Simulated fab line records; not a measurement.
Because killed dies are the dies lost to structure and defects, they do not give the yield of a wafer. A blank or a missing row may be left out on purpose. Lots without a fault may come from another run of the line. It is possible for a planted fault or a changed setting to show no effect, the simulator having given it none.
Chamber matching -- flow sky130 -- SKY_VIA4_ETCH_12 on rie-diel-01: 4 sister chambers
The step etches SiO2 in C4F8/O2/Ar, stops on TiN, target depth 580 nm. 4 wafers are shown with their chamber, then 10 later ones without.

== WAFERS, EACH WITH ITS CHAMBER ==
wafer,chamber,rf-fwd-power-W (W)
L537.6,1,1502
L544.5,3,1490
L545.1,0,1488
L545.3,2,1490

== WAFERS WITHOUT THEIR CHAMBER ==
wafer,rf-fwd-power-W (W)
L545.5,1488
L548.3,1491
L548.4,1485
L548.5,1497
L547.2,1484
L547.4,1488
L547.6,1493
L549.1,1491
L549.4,1483
L549.5,1497

== THE CHAMBER EACH PASSED THROUGH ==
wafer,from the rows above,in truth
L545.5,can't be placed: 0 or 2 or 3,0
L548.3,can't be placed: 2 or 3 or 0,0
L548.4,can't be placed: 0 or 2 or 3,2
L548.5,can't be placed: 1 or 2 or 3 or 0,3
L547.2,can't be placed: 0 or 2 or 3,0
L547.4,can't be placed: 0 or 2 or 3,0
L547.6,can't be placed: 2 or 3 or 0 or 1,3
L549.1,can't be placed: 2 or 3 or 0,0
L549.4,can't be placed: 0 or 2 or 3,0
L549.5,can't be placed: 1 or 2 or 3 or 0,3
Placed correctly: 0 of 10. From these rows, 10 cannot be placed; in 10 the true chamber is one of the candidates. Number placed wrongly: 0.
How it was worked out, from the rows above alone: a wafer's distance from a chamber is the root of the sum, over the readings, of the square of ((its reading less the chamber's mean) divided by the reading's scatter). If the next closest chamber is less than 2 further off than the closest, the wafer can't be placed; otherwise it belongs to the closest. For every chamber, the mean is computed from those of its wafers that are shown. The scatter: with one shown wafer a chamber, the root of the mean of the squares of how far each hidden wafer lies from its nearest shown one.
